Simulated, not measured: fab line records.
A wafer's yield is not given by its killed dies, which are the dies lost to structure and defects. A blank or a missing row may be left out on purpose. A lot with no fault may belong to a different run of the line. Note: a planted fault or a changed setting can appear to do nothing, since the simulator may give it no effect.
fab line records / flow sky130
record lots=6 wafers=18 lastDay=50
route steps=708 shown FIELD_ISO@22 NWELL@32 DNWELL@35 PAD_OPEN@708
lots that met no fault: from a run of the same line without faults
startH: the number of hours between the record's first day and the start of the first shown wafer of the lot / waitH: hours elapsed since this lot's preceding step / " identical to the entry in the row above / L1.1+2: several wafers, shown together as one row / - no value present, or no start provided / * or withheld: withheld / < > ~ a bound
route shown NAME@n: NAME is a module with steps in the file, n the number in the route of the first one / usual: mean/standard deviation of fault-free wafers / same: alike in all rows / chamber/n: place in a boat / sites: each site's reading / _std_site: the values' standard deviation / _edge_site: mean of outer sites minus mean of inner sites / radiusMm: for every site, how far away it sits from the centre of the wafer / mask NAME#n: copy n / behind: the most recent tool/chamber to have shaped the wafer / hold: what put the lot on hold/how long, in hours/how the hold closed / device: the n, p or np transistor that did not switch / end of line: the route-end tests of the same wafers / a step given without rows: its recipe and nothing more / killed: dies lost to structure and defects at the first sort, not the wafer's yield / map: a wafer's dies, x killed, . not, _ none there
set.NAME: the setting that was run; set.NAME@STEP: the one run at that earlier step / model.NAME: the simulator's own value behind a step, which no gauge read
lots at selected steps of the route; one table per step, one row per wafer
services: a tool's chamber out of use, with start hour (startH, from the record's first day; less than 0 if before it), hours out, and reason
## steps
# step SKY_FIELD_ISO_WET_ETCH_21
# recipe chemistry=dHF dilution=100:1 targetDepthNm=20 dry=ipaMarangoni target=SiO2 tempC=25 timeS=400
# step SKY_FIELD_ISO_OXIDATION_22
# recipe tempC=950 ambient=O2 stabiliseS=600 purgeS=300 targetThkA=100 oxTimeS=623
# step SKY_FIELD_ISO_THK_MEAS_23
# recipe reads=SiO2_of_FIELD_ISO_OXIDATION_22
# usual FIELD_ISO_OXIDATION_01_THK=9.97/0.21
lot.wafer=L278.2 tool=filmMetro-04 chamber=- startH=36.42 waitH=0.0 FIELD_ISO_OXIDATION_01_THK[nm]=9.88
lot.wafer=L278.3 tool=filmMetro-04 chamber=- startH=36.42 waitH=0.0 FIELD_ISO_OXIDATION_01_THK[nm]=9.93
lot.wafer=L278.4 tool=filmMetro-04 chamber=- startH=36.42 waitH=0.0 FIELD_ISO_OXIDATION_01_THK[nm]=9.86
lot.wafer=L279.3 tool=filmMetro-03 chamber=- startH=44.89 waitH=0.0 FIELD_ISO_OXIDATION_01_THK[nm]=9.87
lot.wafer=L279.5 tool=filmMetro-03 chamber=- startH=44.89 waitH=0.0 FIELD_ISO_OXIDATION_01_THK[nm]=9.81
lot.wafer=L279.6 tool=filmMetro-03 chamber=- startH=44.89 waitH=0.0 FIELD_ISO_OXIDATION_01_THK[nm]=9.73
lot.wafer=L281.3 tool=filmMetro-03 chamber=- startH=51.59 waitH=0.0 FIELD_ISO_OXIDATION_01_THK[nm]=10.03
lot.wafer=L281.4 tool=filmMetro-03 chamber=- startH=51.59 waitH=0.0 FIELD_ISO_OXIDATION_01_THK[nm]=10.07
lot.wafer=L281.6 tool=filmMetro-03 chamber=- startH=51.59 waitH=0.0 FIELD_ISO_OXIDATION_01_THK[nm]=10.00
lot.wafer=L283.2 tool=filmMetro-04 chamber=- startH=68.58 waitH=0.0 FIELD_ISO_OXIDATION_01_THK[nm]=10.00
lot.wafer=L283.3 tool=filmMetro-04 chamber=- startH=68.58 waitH=0.0 FIELD_ISO_OXIDATION_01_THK[nm]=9.85
lot.wafer=L283.5 tool=filmMetro-04 chamber=- startH=68.58 waitH=0.0 FIELD_ISO_OXIDATION_01_THK[nm]=9.97
lot.wafer=L296.2 tool=filmMetro-04 chamber=- startH=142.05 waitH=0.0 FIELD_ISO_OXIDATION_01_THK[nm]=9.93
lot.wafer=L296.4 tool=filmMetro-04 chamber=- startH=142.05 waitH=0.0 FIELD_ISO_OXIDATION_01_THK[nm]=10.06
lot.wafer=L296.5 tool=filmMetro-04 chamber=- startH=142.05 waitH=0.0 FIELD_ISO_OXIDATION_01_THK[nm]=10.17
lot.wafer=L297.2 tool=filmMetro-04 chamber=- startH=142.84 waitH=0.0 FIELD_ISO_OXIDATION_01_THK[nm]=9.55
lot.wafer=L297.4 tool=filmMetro-04 chamber=- startH=142.84 waitH=0.0 FIELD_ISO_OXIDATION_01_THK[nm]=9.77
lot.wafer=L297.6 tool=filmMetro-04 chamber=- startH=142.84 waitH=0.0 FIELD_ISO_OXIDATION_01_THK[nm]=9.67
# step SKY_FIELD_ISO_CVD_24
# recipe material=SiO2 targetThkNm=595 tempC=650 sigmaOpenFrac=0.3 timeS=99.2 sih4FlowSccm=60 pressureMtorr=6
# step SKY_FIELD_ISO_THK_MEAS_25
# recipe reads=SiO2_of_FIELD_ISO_CVD_24
# usual FIELD_ISO_CVD_24_THK=594/6.1
lot.wafer=L278.2 tool=filmMetro-02 chamber=- startH=36.55 waitH=0.0 FIELD_ISO_CVD_24_THK[nm]=593
lot.wafer=L278.3 tool=filmMetro-02 chamber=- startH=36.55 waitH=0.0 FIELD_ISO_CVD_24_THK[nm]=593
lot.wafer=L278.4 tool=filmMetro-02 chamber=- startH=36.55 waitH=0.0 FIELD_ISO_CVD_24_THK[nm]=596
lot.wafer=L279.3 tool=filmMetro-02 chamber=- startH=45.02 waitH=0.1 FIELD_ISO_CVD_24_THK[nm]=595
lot.wafer=L279.5 tool=filmMetro-02 chamber=- startH=45.02 waitH=0.1 FIELD_ISO_CVD_24_THK[nm]=585
lot.wafer=L279.6 tool=filmMetro-02 chamber=- startH=45.02 waitH=0.1 FIELD_ISO_CVD_24_THK[nm]=603
lot.wafer=L281.3 tool=filmMetro-04 chamber=- startH=51.73 waitH=0.1 FIELD_ISO_CVD_24_THK[nm]=583
lot.wafer=L281.4 tool=filmMetro-04 chamber=- startH=51.73 waitH=0.1 FIELD_ISO_CVD_24_THK[nm]=583
lot.wafer=L281.6 tool=filmMetro-04 chamber=- startH=51.73 waitH=0.1 FIELD_ISO_CVD_24_THK[nm]=591
lot.wafer=L283.2 tool=filmMetro-03 chamber=- startH=68.74 waitH=0.1 FIELD_ISO_CVD_24_THK[nm]=597
lot.wafer=L283.3 tool=filmMetro-03 chamber=- startH=68.74 waitH=0.1 FIELD_ISO_CVD_24_THK[nm]=600
lot.wafer=L283.5 tool=filmMetro-03 chamber=- startH=68.74 waitH=0.1 FIELD_ISO_CVD_24_THK[nm]=603
lot.wafer=L296.2 tool=filmMetro-04 chamber=- startH=142.22 waitH=0.1 FIELD_ISO_CVD_24_THK[nm]=587
lot.wafer=L296.4 tool=filmMetro-04 chamber=- startH=142.22 waitH=0.1 FIELD_ISO_CVD_24_THK[nm]=585
lot.wafer=L296.5 tool=filmMetro-04 chamber=- startH=142.22 waitH=0.1 FIELD_ISO_CVD_24_THK[nm]=587
lot.wafer=L297.2 tool=filmMetro-04 chamber=- startH=143.01 waitH=0.1 FIELD_ISO_CVD_24_THK[nm]=593
lot.wafer=L297.4 tool=filmMetro-04 chamber=- startH=143.01 waitH=0.1 FIELD_ISO_CVD_24_THK[nm]=591
lot.wafer=L297.6 tool=filmMetro-04 chamber=- startH=143.01 waitH=0.1 FIELD_ISO_CVD_24_THK[nm]=590
# step SKY_FIELD_ISO_ANNEAL_26
# recipe tempC=1000 timeS=1800 ambient=N2
# step SKY_FIELD_ISO_CMP_27
# recipe stopOn=Si3N4 tOverpolishS=16 downForcePsi=4 platenRpm=60 targetThkNm=457.8 padVelocityMS=0.94248
# usual motorCurrentA=11.7/1.1 overpolishRunS=16.000/0.01 slurryFlowMlMin=150.0/0.45 timeToEndpointS=111/5.5
lot.wafer=L278.4 tool=cmp-01 chamber=1 startH=42.35 waitH=0.0 motorCurrentA=11.9 overpolishRunS=16.004 slurryFlowMlMin=149.6 timeToEndpointS=112
lot.wafer=L278.2 tool=cmp-01 chamber=2 startH=42.35 waitH=0.0 motorCurrentA=11.3 overpolishRunS=16.006 slurryFlowMlMin=150.3 timeToEndpointS=109
lot.wafer=L278.3 tool=cmp-01 chamber=0 startH=42.35 waitH=0.0 motorCurrentA=13.1 overpolishRunS=16.002 slurryFlowMlMin=149.6 timeToEndpointS=113
lot.wafer=L279.3 tool=cmp-02 chamber=1 startH=50.50 waitH=0.1 motorCurrentA=12.6 overpolishRunS=16.008 slurryFlowMlMin=150.3 timeToEndpointS=105
lot.wafer=L279.5 tool=cmp-02 chamber=3 startH=50.50 waitH=0.1 motorCurrentA=11.6 overpolishRunS=16.002 slurryFlowMlMin=149.6 timeToEndpointS=104
lot.wafer=L279.6 tool=cmp-02 chamber=0 startH=50.50 waitH=0.1 motorCurrentA=12.7 overpolishRunS=16.003 slurryFlowMlMin=150.1 timeToEndpointS=110
lot.wafer=L281.4 tool=cmp-01 chamber=0 startH=54.91 waitH=0.0 motorCurrentA=13.0 overpolishRunS=15.991 slurryFlowMlMin=149.5 timeToEndpointS=109
lot.wafer=L281.3 tool=cmp-01 chamber=2 startH=54.91 waitH=0.0 motorCurrentA=11.2 overpolishRunS=15.993 slurryFlowMlMin=150.9 timeToEndpointS=108
lot.wafer=L281.6 tool=cmp-01 chamber=0 startH=54.91 waitH=0.0 motorCurrentA=12.3 overpolishRunS=15.990 slurryFlowMlMin=149.6 timeToEndpointS=112
lot.wafer=L283.3 tool=cmp-01 chamber=1 startH=70.29 waitH=0.0 motorCurrentA=11.6 overpolishRunS=16.006 slurryFlowMlMin=149.4 timeToEndpointS=118
lot.wafer=L283.2 tool=cmp-01 chamber=2 startH=70.29 waitH=0.0 motorCurrentA=11.6 overpolishRunS=15.997 slurryFlowMlMin=150.5 timeToEndpointS=113
lot.wafer=L283.5 tool=cmp-01 chamber=1 startH=70.29 waitH=0.0 motorCurrentA=12.4 overpolishRunS=16.008 slurryFlowMlMin=150.3 timeToEndpointS=115
lot.wafer=L296.4 tool=cmp-01 chamber=1 startH=143.77 waitH=0.0 motorCurrentA=12.1 overpolishRunS=16.010 slurryFlowMlMin=149.7 timeToEndpointS=110
lot.wafer=L296.2 tool=cmp-01 chamber=0 startH=143.77 waitH=0.0 motorCurrentA=12.7 overpolishRunS=16.001 slurryFlowMlMin=149.5 timeToEndpointS=115
lot.wafer=L296.5 tool=cmp-01 chamber=2 startH=143.77 waitH=0.0 motorCurrentA=10.8 overpolishRunS=15.998 slurryFlowMlMin=149.6 timeToEndpointS=113
lot.wafer=L297.2 tool=cmp-01 chamber=3 startH=145.50 waitH=0.2 motorCurrentA=11.2 overpolishRunS=16.003 slurryFlowMlMin=149.9 timeToEndpointS=103
lot.wafer=L297.4 tool=cmp-01 chamber=0 startH=145.50 waitH=0.2 motorCurrentA=13.4 overpolishRunS=15.996 slurryFlowMlMin=150.7 timeToEndpointS=113
lot.wafer=L297.6 tool=cmp-01 chamber=1 startH=145.50 waitH=0.2 motorCurrentA=11.8 overpolishRunS=16.011 slurryFlowMlMin=149.4 timeToEndpointS=113
# step SKY_FIELD_ISO_WET_ETCH_28
# recipe chemistry=dHF targetDepthNm=23.7 target=SiO2 dilution=10:1 tempC=25 timeS=47
# step SKY_FIELD_ISO_WET_ETCH_29
# recipe chemistry=H3PO4 targetDepthNm=160 target=Si3N4 tempC=160 timeS=1825
# step SKY_FIELD_ISO_WET_ETCH_30
# recipe chemistry=dHF targetDepthNm=25 target=SiO2 dilution=10:1 tempC=25 timeS=50
# step SKY_NWELL_CLEAN_00
# recipe chemistry=SC1/SC2 mix=1:4:20 tempC=70 timeS=150 dry=n2Spin
# step SKY_NWELL_OXIDATION_01
# recipe tempC=900 ambient=O2 stabiliseS=600 purgeS=300 targetThkA=100 oxTimeS=1418
# step SKY_NWELL_THK_MEAS_02
# recipe reads=SiO2_of_NWELL_OXIDATION_01
# usual NWELL_OXIDATION_THK=9.94/0.18
lot.wafer=L278.2 tool=filmMetro-01 chamber=- startH=48.91 waitH=0.0 NWELL_OXIDATION_THK[nm]=10.18
lot.wafer=L278.3 tool=filmMetro-01 chamber=- startH=48.91 waitH=0.0 NWELL_OXIDATION_THK[nm]=10.22
lot.wafer=L278.4 tool=filmMetro-01 chamber=- startH=48.91 waitH=0.0 NWELL_OXIDATION_THK[nm]=10.33
lot.wafer=L279.3 tool=filmMetro-02 chamber=- startH=52.99 waitH=0.0 NWELL_OXIDATION_THK[nm]=9.93
lot.wafer=L279.5 tool=filmMetro-02 chamber=- startH=52.99 waitH=0.0 NWELL_OXIDATION_THK[nm]=9.96
lot.wafer=L279.6 tool=filmMetro-02 chamber=- startH=52.99 waitH=0.0 NWELL_OXIDATION_THK[nm]=9.90
lot.wafer=L281.3 tool=filmMetro-04 chamber=- startH=57.23 waitH=0.0 NWELL_OXIDATION_THK[nm]=10.09
lot.wafer=L281.4 tool=filmMetro-04 chamber=- startH=57.23 waitH=0.0 NWELL_OXIDATION_THK[nm]=9.98
lot.wafer=L281.6 tool=filmMetro-04 chamber=- startH=57.23 waitH=0.0 NWELL_OXIDATION_THK[nm]=9.99
lot.wafer=L283.2 tool=filmMetro-02 chamber=- startH=73.28 waitH=0.0 NWELL_OXIDATION_THK[nm]=9.67
lot.wafer=L283.3 tool=filmMetro-02 chamber=- startH=73.28 waitH=0.0 NWELL_OXIDATION_THK[nm]=9.91
lot.wafer=L283.5 tool=filmMetro-02 chamber=- startH=73.28 waitH=0.0 NWELL_OXIDATION_THK[nm]=9.57
lot.wafer=L296.2 tool=filmMetro-02 chamber=- startH=147.31 waitH=0.0 NWELL_OXIDATION_THK[nm]=10.51
lot.wafer=L296.4 tool=filmMetro-02 chamber=- startH=147.31 waitH=0.0 NWELL_OXIDATION_THK[nm]=10.56
lot.wafer=L296.5 tool=filmMetro-02 chamber=- startH=147.31 waitH=0.0 NWELL_OXIDATION_THK[nm]=10.55
lot.wafer=L297.2 tool=filmMetro-02 chamber=- startH=150.22 waitH=0.0 NWELL_OXIDATION_THK[nm]=10.96
lot.wafer=L297.4 tool=filmMetro-02 chamber=- startH=150.22 waitH=0.0 NWELL_OXIDATION_THK[nm]=10.90
lot.wafer=L297.6 tool=filmMetro-02 chamber=- startH=150.22 waitH=0.0 NWELL_OXIDATION_THK[nm]=11.03
# step SKY_DNWELL_DEHYDRATE_00
# recipe tempC=200 timeS=60
# step SKY_PAD_OPEN_PROBE_99
# usual killed_at_M0_to_M3=44/7.3 killed_at_M4_up=3.5/1.8 killedAtContacts=24/5.8 killedAtFrontEnd=16/4.3 killedAtOther=0.5/0.68 killedDies=88/9.4 killedOpen=48/6.8 killedShort=40/6.1
# same grossDies=492 killedAtBackSide=0
lot.wafer=L279.3 tool=prober-01 chamber=- startH=1087.13 waitH=0.2 killed_at_M0_to_M3=37 killed_at_M4_up=3 killedAtContacts=29 killedAtFrontEnd=16 killedAtOther=1 killedDies=86 killedOpen=53 killedShort=33
lot.wafer=L279.5 tool=prober-01 chamber=- startH=1087.23 waitH=0.2 killed_at_M0_to_M3=40 killed_at_M4_up=0 killedAtContacts=19 killedAtFrontEnd=10 killedAtOther=1 killedDies=70 killedOpen=43 killedShort=27
lot.wafer=L279.6 tool=prober-01 chamber=- startH=1087.28 waitH=0.2 killed_at_M0_to_M3=41 killed_at_M4_up=1 killedAtContacts=28 killedAtFrontEnd=14 killedAtOther=1 killedDies=85 killedOpen=47 killedShort=38
lot.wafer=L278.2 tool=prober-02 chamber=- startH=1093.88 waitH=0.1 killed_at_M0_to_M3=43 killed_at_M4_up=5 killedAtContacts=26 killedAtFrontEnd=13 killedAtOther=0 killedDies=87 killedOpen=45 killedShort=41
lot.wafer=L278.3 tool=prober-02 chamber=- startH=1093.93 waitH=0.2 killed_at_M0_to_M3=41 killed_at_M4_up=3 killedAtContacts=23 killedAtFrontEnd=14 killedAtOther=0 killedDies=81 killedOpen=48 killedShort=32
lot.wafer=L278.4 tool=prober-02 chamber=- startH=1093.98 waitH=0.2 killed_at_M0_to_M3=40 killed_at_M4_up=3 killedAtContacts=22 killedAtFrontEnd=18 killedAtOther=0 killedDies=83 killedOpen=44 killedShort=39
lot.wafer=L281.3 tool=prober-02 chamber=- startH=1096.93 waitH=0.2 killed_at_M0_to_M3=38 killed_at_M4_up=3 killedAtContacts=36 killedAtFrontEnd=11 killedAtOther=0 killedDies=88 killedOpen=50 killedShort=38
lot.wafer=L281.4 tool=prober-02 chamber=- startH=1096.98 waitH=0.2 killed_at_M0_to_M3=44 killed_at_M4_up=3 killedAtContacts=27 killedAtFrontEnd=15 killedAtOther=0 killedDies=89 killedOpen=54 killedShort=34
lot.wafer=L281.6 tool=prober-02 chamber=- startH=1097.08 waitH=0.2 killed_at_M0_to_M3=41 killed_at_M4_up=6 killedAtContacts=27 killedAtFrontEnd=18 killedAtOther=1 killedDies=93 killedOpen=48 killedShort=45
lot.wafer=L283.2 tool=prober-02 chamber=- startH=1114.39 waitH=0.1 killed_at_M0_to_M3=43 killed_at_M4_up=2 killedAtContacts=39 killedAtFrontEnd=15 killedAtOther=0 killedDies=99 killedOpen=56 killedShort=43
lot.wafer=L283.3 tool=prober-02 chamber=- startH=1114.44 waitH=0.2 killed_at_M0_to_M3=54 killed_at_M4_up=1 killedAtContacts=26 killedAtFrontEnd=17 killedAtOther=1 killedDies=99 killedOpen=59 killedShort=40
lot.wafer=L283.5 tool=prober-02 chamber=- startH=1114.54 waitH=0.2 killed_at_M0_to_M3=50 killed_at_M4_up=1 killedAtContacts=36 killedAtFrontEnd=10 killedAtOther=0 killedDies=97 killedOpen=60 killedShort=37
lot.wafer=L296.2 tool=prober-01 chamber=- startH=1187.35 waitH=0.1 killed_at_M0_to_M3=54 killed_at_M4_up=2 killedAtContacts=29 killedAtFrontEnd=14 killedAtOther=0 killedDies=99 killedOpen=65 killedShort=34
lot.wafer=L296.4 tool=prober-01 chamber=- startH=1187.45 waitH=0.2 killed_at_M0_to_M3=48 killed_at_M4_up=3 killedAtContacts=30 killedAtFrontEnd=9 killedAtOther=0 killedDies=90 killedOpen=57 killedShort=33
lot.wafer=L296.5 tool=prober-01 chamber=- startH=1187.50 waitH=0.2 killed_at_M0_to_M3=41 killed_at_M4_up=5 killedAtContacts=26 killedAtFrontEnd=11 killedAtOther=0 killedDies=83 killedOpen=47 killedShort=36
# killed by level:class
L279.3 CONTACT:geometricParticle:open=12 VIA1:geometricParticle:open=10 METAL2:geometricParticle:short=7 POLY_GATE:geometricParticle:open=6 LI_CONTACT:geometricParticle:open=5 VIA2:geometricParticle:open=5 LI_CONTACT:geometricParticle:short=4 FIELD_ISO:geometricParticle:short=3
L279.5 VIA3:geometricParticle:open=10 CONTACT:geometricParticle:open=9 VIA1:geometricParticle:open=9 LI_CONTACT:geometricParticle:open=4 VIA2:geometricParticle:open=4 VIA1:geometricParticle:short=3 LI_CONTACT:geometricParticle:short=3 METAL2:geometricParticle:short=3
L279.6 CONTACT:geometricParticle:open=9 METAL2:geometricParticle:short=9 VIA1:geometricParticle:open=8 LI_CONTACT:geometricParticle:open=7 METAL1:geometricParticle:short=7 POLY_GATE:geometricParticle:short=4 METAL1:geometricParticle:open=4 LOCAL_INTERCONNECT:geometricParticle:open=4
L278.2 VIA1:geometricParticle:open=12 VIA3:geometricParticle:open=11 CONTACT:geometricParticle:short=10 LI_CONTACT:geometricParticle:open=5 CONTACT:geometricParticle:open=5 METAL4:geometricParticle:short=5 METAL1:geometricParticle:short=4 VIA2:geometricParticle:short=4
L278.3 CONTACT:geometricParticle:open=10 VIA1:geometricParticle:open=10 VIA1:geometricParticle:short=6 VIA2:geometricParticle:open=6 FIELD_ISO:geometricParticle:open=5 LOCAL_INTERCONNECT:geometricParticle:short=5 VIA3:geometricParticle:open=5 LI_CONTACT:geometricParticle:open=4
L278.4 LI_CONTACT:geometricParticle:open=8 CONTACT:geometricParticle:open=8 METAL2:geometricParticle:short=7 VIA2:geometricParticle:open=7 POLY_GATE:geometricParticle:short=6 VIA1:geometricParticle:open=6 POLY_GATE:geometricParticle:open=5 VIA1:geometricParticle:short=4
L281.3 CONTACT:geometricParticle:open=18 METAL1:geometricParticle:short=7 VIA1:geometricParticle:open=7 LI_CONTACT:geometricParticle:short=6 VIA2:geometricParticle:open=5 CONTACT:geometricParticle:short=5 VIA3:geometricParticle:open=5 POLY_GATE:geometricParticle:open=4
L281.4 VIA2:geometricParticle:open=9 VIA1:geometricParticle:open=9 CONTACT:geometricParticle:open=8 LI_CONTACT:geometricParticle:open=8 VIA3:geometricParticle:open=7 METAL1:geometricParticle:short=6 FIELD_ISO:geometricParticle:open=5 LI_CONTACT:geometricParticle:short=5
L281.6 VIA1:geometricParticle:open=10 LI_CONTACT:geometricParticle:open=8 CONTACT:geometricParticle:open=7 METAL1:geometricParticle:short=6 SPACER:geometricParticle:short=6 LOCAL_INTERCONNECT:geometricParticle:short=6 VIA3:geometricParticle:open=5 FIELD_ISO:geometricParticle:open=4
L283.2 LI_CONTACT:geometricParticle:open=14 CONTACT:geometricParticle:open=11 VIA2:geometricParticle:open=8 METAL3:geometricParticle:short=7 FIELD_ISO:geometricParticle:open=5 LI_CONTACT:geometricParticle:short=5 VIA1:geometricParticle:open=5 METAL2:geometricParticle:short=5
L283.3 VIA1:geometricParticle:open=12 CONTACT:geometricParticle:open=9 VIA2:geometricParticle:open=9 VIA3:geometricParticle:open=8 LI_CONTACT:geometricParticle:open=7 METAL1:geometricParticle:short=6 SPACER:geometricParticle:short=5 CONTACT:geometricParticle:short=4
L283.5 CONTACT:geometricParticle:open=13 VIA1:geometricParticle:open=10 VIA3:geometricParticle:open=9 VIA2:geometricParticle:open=7 LI_CONTACT:geometricParticle:open=7 METAL1:geometricParticle:short=7 CONTACT:geometricParticle:short=6 LI_CONTACT:geometricParticle:short=4
L296.2 VIA3:geometricParticle:open=14 VIA1:geometricParticle:open=13 LI_CONTACT:geometricParticle:open=10 CONTACT:geometricParticle:open=10 VIA2:geometricParticle:open=6 CONTACT:geometricParticle:short=5 VIA1:geometricParticle:short=5 METAL2:geometricParticle:short=5
L296.4 CONTACT:geometricParticle:open=13 VIA1:geometricParticle:open=11 VIA2:geometricParticle:open=11 LI_CONTACT:geometricParticle:open=9 METAL2:geometricParticle:short=6 VIA3:geometricParticle:open=5 LOCAL_INTERCONNECT:geometricParticle:short=4 CONTACT:geometricParticle:short=4
L296.5 CONTACT:geometricParticle:open=13 VIA3:geometricParticle:open=8 LI_CONTACT:geometricParticle:open=7 METAL1:geometricParticle:short=6 VIA1:geometricParticle:open=5 METAL2:geometricParticle:short=4 VIA3:geometricParticle:short=4 VIA1:geometricParticle:short=4
## services
tool=cmp-02 chamber=- startH=39.35 hours=0.5 kind=repair
tool=cmp-01 chamber=- startH=64.00 hours=4.0 kind=pm
tool=cmp-01 chamber=- startH=68.00 hours=- kind=consumableReplace:conditioner
tool=cmp-01 chamber=- startH=68.00 hours=- kind=consumableReplace:pad
tool=cmp-02 chamber=- startH=89.59 hours=1.0 kind=repair
tool=cmp-01 chamber=- startH=111.33 hours=1.2 kind=repair
tool=cmp-01 chamber=- startH=125.06 hours=10.7 kind=pm
tool=cmp-02 chamber=- startH=135.81 hours=9.9 kind=pm
## key
firstSign step=SKY_NWELL_THK_MEAS_02 reading=NWELL_OXIDATION_THK direction=up sigmas=4.4 usual=9.94 struck=10.75
effect none on later readings
metAt SKY_NWELL_THK_MEAS_02
struckWafers L296.2,L296.4,L296.5,L297.2,L297.4,L297.6
testerLeftOut L296,L297
onsetBetween 73.28 147.31
alsoFits time
fault kind=metrologyMatchingOffset tool=filmMetro-02 chamber=- onsetH=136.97 steps=SKY_NWELL_THK_MEAS_02 param=thkNm offset=1.0007
# testerLeftOut: of these lots the tester's yield and bins aren't shown, on N5 and GAA mostly nor the transistor test; their killed dies are dies lost to structure and defects alone, not to doping, threshold or leakage, so they don't give the yield
